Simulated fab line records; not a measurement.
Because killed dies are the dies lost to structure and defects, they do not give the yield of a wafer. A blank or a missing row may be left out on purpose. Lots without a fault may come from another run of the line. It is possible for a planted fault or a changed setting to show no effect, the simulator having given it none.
Which tool was responsible? || flow sky130 || 33 wafers from 11 lots sampled at 4 of the route's 708 steps

WHAT EACH GAUGE READ, for each wafer
SKY_LDD_P_CD_MEAS_07 targets a cd of 380 nm.
{"lot": "L536", "measured": "day 19 09:50", "on": "cd-sem-01", "cd-nm (nm)": "381.4 380.5 378.1"}
{"lot": "L537", "measured": "day 20 12:28", "on": "cd-sem-02", "cd-nm (nm)": "376.8 380.2 378.4"}
{"lot": "L540", "measured": "day 21 07:10", "on": "cd-sem-01", "cd-nm (nm)": "365.9 364.9 362.9"}
{"lot": "L542", "measured": "day 22 20:53", "on": "cd-sem-02", "cd-nm (nm)": "366.7 369.5 367.8"}
{"lot": "L544", "measured": "day 23 02:04", "on": "cd-sem-01", "cd-nm (nm)": "370.2 372.6 371.4"}
{"lot": "L546", "measured": "day 24 12:07", "on": "cd-sem-02", "cd-nm (nm)": "380.1 380.3 381.7"}
{"lot": "L549", "measured": "day 24 19:55", "on": "cd-sem-02", "cd-nm (nm)": "378.2 376.8 377.3"}
{"lot": "L550", "measured": "day 24 23:16", "on": "cd-sem-02", "cd-nm (nm)": "379.9 378.7 379.2"}
{"lot": "L552", "measured": "day 25 09:53", "on": "cd-sem-02", "cd-nm (nm)": "386.0 384.4 380.4"}
{"lot": "L553", "measured": "day 26 01:56", "on": "cd-sem-01", "cd-nm (nm)": "378.7 378.8 380.6"}
{"lot": "L554", "measured": "day 26 03:44", "on": "cd-sem-02", "cd-nm (nm)": "384.0 382.5 380.7"}

TOOL THAT RAN EACH LOT (tool first, then ch and the chambers of the sampled wafers, then the start)
{"lot": "L536", "SKY_RES_PROTECT_STRIP_07": "plasma-asher-04 ch 0,1, day 15 10:59", "SKY_POLY_GATE_ETCH_15": "rie-diel-02 ch 0,1, day 16 17:51", "SKY_LDD_P_EXPOSE_04": "iline-stepper-01 ch 0, day 18 18:09"}
{"lot": "L537", "SKY_RES_PROTECT_STRIP_07": "plasma-asher-02 ch 0,1, day 15 23:43", "SKY_POLY_GATE_ETCH_15": "rie-diel-03 ch 0,2,3, day 17 17:26", "SKY_LDD_P_EXPOSE_04": "iline-stepper-01 ch 0, day 19 21:04"}
{"lot": "L540", "SKY_RES_PROTECT_STRIP_07": "plasma-asher-04 ch 0,1, day 17 02:59", "SKY_POLY_GATE_ETCH_15": "rie-diel-02 ch 1,3, day 18 14:42", "SKY_LDD_P_EXPOSE_04": "iline-stepper-01 ch 0, day 20 16:13"}
{"lot": "L542", "SKY_RES_PROTECT_STRIP_07": "plasma-asher-04 ch 0,1, day 18 17:48", "SKY_POLY_GATE_ETCH_15": "rie-diel-02 ch 1,3, day 20 03:36", "SKY_LDD_P_EXPOSE_04": "iline-stepper-01 ch 0, day 22 06:10"}
{"lot": "L544", "SKY_RES_PROTECT_STRIP_07": "plasma-asher-01 ch 1, day 18 19:34", "SKY_POLY_GATE_ETCH_15": "rie-diel-03 ch 2,3, day 20 08:41", "SKY_LDD_P_EXPOSE_04": "iline-stepper-01 ch 0, day 22 10:40"}
{"lot": "L546", "SKY_RES_PROTECT_STRIP_07": "plasma-asher-02 ch 0,1, day 20 10:01", "SKY_POLY_GATE_ETCH_15": "rie-diel-04 ch 0,1,2, day 21 19:53", "SKY_LDD_P_EXPOSE_04": "iline-stepper-02 ch 0, day 23 20:56"}
{"lot": "L549", "SKY_RES_PROTECT_STRIP_07": "plasma-asher-02 ch 0,1, day 20 21:08", "SKY_POLY_GATE_ETCH_15": "rie-diel-03 ch 1,3, day 22 05:35", "SKY_LDD_P_EXPOSE_04": "iline-stepper-02 ch 0, day 24 05:28"}
{"lot": "L550", "SKY_RES_PROTECT_STRIP_07": "plasma-asher-02 ch 0,1, day 20 22:50", "SKY_POLY_GATE_ETCH_15": "rie-diel-03 ch 0,1, day 22 07:20", "SKY_LDD_P_EXPOSE_04": "iline-stepper-02 ch 0, day 24 08:58"}
{"lot": "L552", "SKY_RES_PROTECT_STRIP_07": "plasma-asher-01 ch 0,1, day 21 09:43", "SKY_POLY_GATE_ETCH_15": "rie-diel-03 ch 1,3, day 22 18:11", "SKY_LDD_P_EXPOSE_04": "iline-stepper-02 ch 0, day 24 19:23"}
{"lot": "L553", "SKY_RES_PROTECT_STRIP_07": "plasma-asher-04 ch 0,1, day 22 03:49", "SKY_POLY_GATE_ETCH_15": "rie-diel-04 ch 0,1,3, day 23 12:33", "SKY_LDD_P_EXPOSE_04": "iline-stepper-02 ch 0, day 25 11:44"}
{"lot": "L554", "SKY_RES_PROTECT_STRIP_07": "plasma-asher-04 ch 0,1, day 22 04:47", "SKY_POLY_GATE_ETCH_15": "rie-diel-04 ch 1,3, day 23 13:54", "SKY_LDD_P_EXPOSE_04": "iline-stepper-02 ch 0, day 25 13:47"}
- SKY_RES_PROTECT_STRIP_07: strips in O2/N2.
- SKY_POLY_GATE_ETCH_15: etches BARC in N2/H2, stops on SiO2, time 118.5 s, target depth 110 nm.
- SKY_LDD_P_EXPOSE_04: exposes mask PSDM, target cd 380 nm.

THE ANSWER, worked out from the rows above alone
Rule: the lots themselves supply what counts as usual. Put in order of their means at a reading, lots are off if they are a third of the lots or fewer, leave a main group of 4 or more, and stand apart from it by a gap of 3 or more times the standard deviation of the main group's means; of several such gaps the widest counts. A main group is skipped when, at the precision printed for the reading in the tables above, its means are all equal. A lot without any number at a reading at which 4 lots or more have one is off too. Any other lot the step has rows for is counted as sound.
Off: L540, L542, L544, at SKY_LDD_P_CD_MEAS_07 (cd-nm). Main group: mean 380.2 nm, sd 1.9.
A tool fits if, at a process step before that reading, it ran every lot that is off, and no sound lot after the first of them. Those tools and the gauges at SKY_LDD_P_CD_MEAS_07 are tried in the same way. One fits: SKY_LDD_P_EXPOSE_04 on iline-stepper-01. A fault onset in the window from L537 (day 19 21:04, its last sound lot) to L540 (day 20 16:13, its first lot off) fits.

WHAT HAD BEEN PUT IN BY THE SIMULATOR
Process parameters drifting: iline-stepper-01 at SKY_LDD_P_EXPOSE_04, beginning at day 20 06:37. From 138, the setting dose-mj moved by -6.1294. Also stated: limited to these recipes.
Lots struck among those shown: L540, L542, L544. This agrees with what the rule above found.
